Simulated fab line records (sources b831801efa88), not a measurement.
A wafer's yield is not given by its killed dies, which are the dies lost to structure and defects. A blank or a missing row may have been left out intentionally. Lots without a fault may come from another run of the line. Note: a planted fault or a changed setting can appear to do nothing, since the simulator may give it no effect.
Which tool was responsible? | flow sky130 | Sampling: 15 lots, 45 wafers, 5 of 708 route steps

WHAT THE GAUGES SHOWED, per wafer
SKY_FIELD_ISO_THK_MEAS_23.
lot  | measured    | on            | FIELD_ISO_OXIDATION_01_THK (nm)
L821 | day 2 11:26 | film metro-01 | 10.01 9.89 10.09
L822 | day 2 17:08 | film metro-02 | 10.26 10.13 10.14
L823 | day 2 22:31 | film metro-01 | 9.66 9.68 9.71
L824 | day 3 05:02 | film metro-01 | 9.61 9.76 9.96
L825 | day 3 12:16 | film metro-01 | 10.05 10.15 9.96
L826 | day 3 15:37 | film metro-03 | 9.64 9.68 9.68
L827 | day 3 22:58 | film metro-03 | 10.14 10.27 10.16
L828 | day 4 02:45 | film metro-01 | 9.70 10.01 9.88
L835 | day 5 12:49 | film metro-03 | 10.09 10.16 10.17
L836 | day 5 19:41 | film metro-03 | 9.73 9.90 9.85
L837 | day 5 23:52 | film metro-01 | 9.69 9.92 9.79
L838 | day 6 03:53 | film metro-03 | 10.29 10.27 10.17
L839 | day 6 10:10 | film metro-02 | 9.84 9.93 9.71
L840 | day 6 18:40 | film metro-01 | 10.17 10.21 10.29
L841 | day 6 21:05 | film metro-01 | 9.84 9.94 9.79

SKY_NWELL_THK_MEAS_02.
lot  | measured    | on            | NWELL_OXIDATION_THK (nm)
L821 | day 2 16:54 | film metro-03 | 9.74 9.77 9.58
L822 | day 2 22:13 | film metro-03 | 9.92 9.97 9.93
L823 | day 3 03:53 | film metro-02 | 9.57 9.61 9.77
L824 | day 3 11:41 | film metro-02 | 9.71 9.56 9.67
L825 | day 3 21:17 | film metro-04 | 9.67 9.70 9.81
L826 | day 4 01:34 | film metro-03 | 9.67 9.52 9.55
L827 | day 4 09:11 | film metro-02 | 10.12 10.27 10.13
L828 | day 4 10:56 | film metro-02 | 9.75 9.76 9.75
L835 | day 5 18:31 | film metro-03 | 10.05 10.11 9.86
L836 | day 6 01:01 | film metro-04 | 9.84 9.95 9.99
L837 | day 6 04:49 | film metro-03 | 10.07 9.74 9.74
L838 | day 6 11:34 | film metro-04 | 9.86 9.83 10.06
L839 | day 6 15:49 | film metro-02 | 10.38 10.24 10.16
L840 | day 7 00:00 | film metro-02 | 9.90 10.07 9.99
L841 | day 7 02:11 | film metro-04 | 10.12 10.27 10.10

SKY_NWELL_RS_MEAS_29: measures by four-point-probe.
lot  | measured     | on            | NWELL_RS (ohm/sq)
L821 | day 5 10:44  | film metro-03 | 623.9 623.8 624.0
L822 | day 5 16:06  | film metro-04 | 624.7 624.9 625.8
L823 | day 5 22:37  | film metro-02 | 628.1 628.2 627.9
L824 | day 6 07:14  | film metro-04 | 624.1 622.2 624.3
L825 | day 6 19:05  | film metro-02 | 653.0 651.5 651.5
L826 | day 6 23:35  | film metro-04 | 647.4 648.6 646.0
L827 | day 7 09:14  | film metro-03 | 651.6 653.4 651.7
L828 | day 7 12:10  | film metro-02 | 627.3 626.3 627.7
L835 | day 9 01:28  | film metro-02 | 625.4 623.7 624.0
L836 | day 9 08:06  | film metro-03 | 624.9 623.0 624.4
L837 | day 9 14:02  | film metro-03 | 624.4 622.3 622.6
L838 | day 9 20:23  | film metro-04 | 627.1 625.2 624.8
L839 | day 10 03:58 | film metro-02 | 626.4 626.4 626.2
L840 | day 10 13:23 | film metro-04 | 621.9 624.3 621.8
L841 | day 10 14:54 | film metro-03 | 623.9 624.4 623.8

WHICH TOOL RAN EACH LOT (tool, then ch and the chambers of the sampled wafers, then the start)
lot  | SKY_FIELD_ISO_CMP_27         | SKY_NWELL_IMPLANT_13
L821 | cmp-02 ch 0,2,3, day 2 14:17 | implanter-03 ch 0, day 4 16:28
L822 | cmp-02 ch 0,1,3, day 2 19:55 | implanter-01 ch 0, day 4 22:18
L823 | cmp-01 ch 0,1, day 3 01:13   | implanter-02 ch 0, day 5 04:28
L824 | cmp-01 ch 1,3, day 3 08:13   | implanter-01 ch 0, day 5 12:58
L825 | cmp-01 ch 1,2,3, day 3 15:09 | implanter-01, day 6 00:04
L826 | cmp-01 ch 1,3, day 3 19:57   | implanter-01, day 6 04:46
L827 | cmp-01 ch 2,3, day 4 03:23   | implanter-02, day 6 13:55
L828 | cmp-01 ch 0,2,3, day 4 07:04 | implanter-02 ch 0, day 6 16:12
L835 | cmp-01 ch 1,2, day 5 15:41   | implanter-03 ch 0, day 8 04:07
L836 | cmp-02 ch 0,1,3, day 5 22:41 | implanter-02 ch 0, day 8 09:42
L837 | cmp-01 ch 1,2,3, day 6 02:30 | implanter-01 ch 0, day 8 16:04
L838 | cmp-01 ch 0,3, day 6 08:45   | implanter-03 ch 0, day 8 22:22
L839 | cmp-02 ch 1,2,3, day 6 13:04 | implanter-03 ch 0, day 9 05:27
L840 | cmp-02 ch 0,1,2, day 6 20:34 | implanter-01 ch 0, day 9 14:37
L841 | cmp-02 ch 1,2,3, day 6 23:28 | implanter-01 ch 0, day 9 16:29
- SKY_FIELD_ISO_CMP_27: polishes, stops on Si3N4, t overpolish 16 s, target thk 457.8 nm.
- SKY_NWELL_IMPLANT_13

WHAT THE TOOLS THEMSELVES READ (means of the sampled wafers that have a number; where no wafer has one, the mark that the record gives instead)
SKY_FIELD_ISO_CMP_27.
lot  | tool   | motor current A (A) | overpolish run s (s) | time to endpoint s (s)
L821 | cmp-02 | 12.0                | 15.993               | 107
L822 | cmp-02 | 11.0                | 15.999               | 108
L823 | cmp-01 | 11.2                | 15.997               | 113
L824 | cmp-01 | 11.8                | 15.988               | 106
L825 | cmp-01 | 12.0                | 16.007               | 107
L826 | cmp-01 | 12.2                | 16.003               | 105
L827 | cmp-01 | 12.7                | 15.984               | 107
L828 | cmp-01 | 12.8                | 16.009               | 108
L835 | cmp-01 | 12.1                | 15.994               | 110
L836 | cmp-02 | 11.0                | 15.996               | 114
L837 | cmp-01 | 12.2                | 15.988               | 111
L838 | cmp-01 | 12.5                | 16.002               | 111
L839 | cmp-02 | 10.8                | 16.004               | 107
L840 | cmp-02 | 11.7                | 16.000               | 108
L841 | cmp-02 | 11.5                | 16.007               | 105

SKY_NWELL_IMPLANT_13.
lot  | tool         | beam energy keV | beam on s (s)
L821 | implanter-03 | 49.984          | 10.02
L822 | implanter-01 | 49.983          | 10.11
L823 | implanter-02 | 50.007          | 9.98
L824 | implanter-01 | 49.981          | 9.92
L825 | implanter-01 | -               | -
L826 | implanter-01 | -               | -
L827 | implanter-02 | -               | -
L828 | implanter-02 | 49.986          | 9.81
L835 | implanter-03 | 49.997          | 10.01
L836 | implanter-02 | 50.014          | 10.04
L837 | implanter-01 | 50.002          | 10.05
L838 | implanter-03 | 50.015          | 9.79
L839 | implanter-03 | 49.990          | 9.97
L840 | implanter-01 | 50.018          | 9.94
L841 | implanter-01 | 50.009          | 9.88

THE ANSWER, worked out from the rows above alone
Rule: what is usual is taken from the lots themselves. The widest of any qualifying gaps counts: lots, ordered by their means at a reading, are off when they make up no more than a third of the lots, leave a main group of 4 or more, and stand apart from it by 3 or more times the standard deviation of that group's means. If all means in a main group match to the digits the tables above print for the reading, that group is not used. Also off: a lot with no number at a reading for which 4 or more lots have one. All remaining lots with rows at the step are treated as sound. The gauges are gone through in route order, then the tools' own readings, and for those a lot's mean is taken as printed above. At the first step where some lot is off, the reading lying furthest off is the one used; lots without a number count as furthest.
Off: L825, L826, L827, at SKY_NWELL_RS_MEAS_29 (NWELL_RS). Mean 624.8 ohm/sq and standard deviation 1.6 in the main group.
If a tool, at a process step before that reading, ran all the lots that are off and no sound lot after the first of them, it fits. The gauges at SKY_NWELL_RS_MEAS_29 aren't tried: what is off there is off at SKY_NWELL_IMPLANT_13 too, on other tools, and a gauge's error can't cause that. No candidate that was tried fits.

WHAT THE SIMULATOR HAD INSERTED
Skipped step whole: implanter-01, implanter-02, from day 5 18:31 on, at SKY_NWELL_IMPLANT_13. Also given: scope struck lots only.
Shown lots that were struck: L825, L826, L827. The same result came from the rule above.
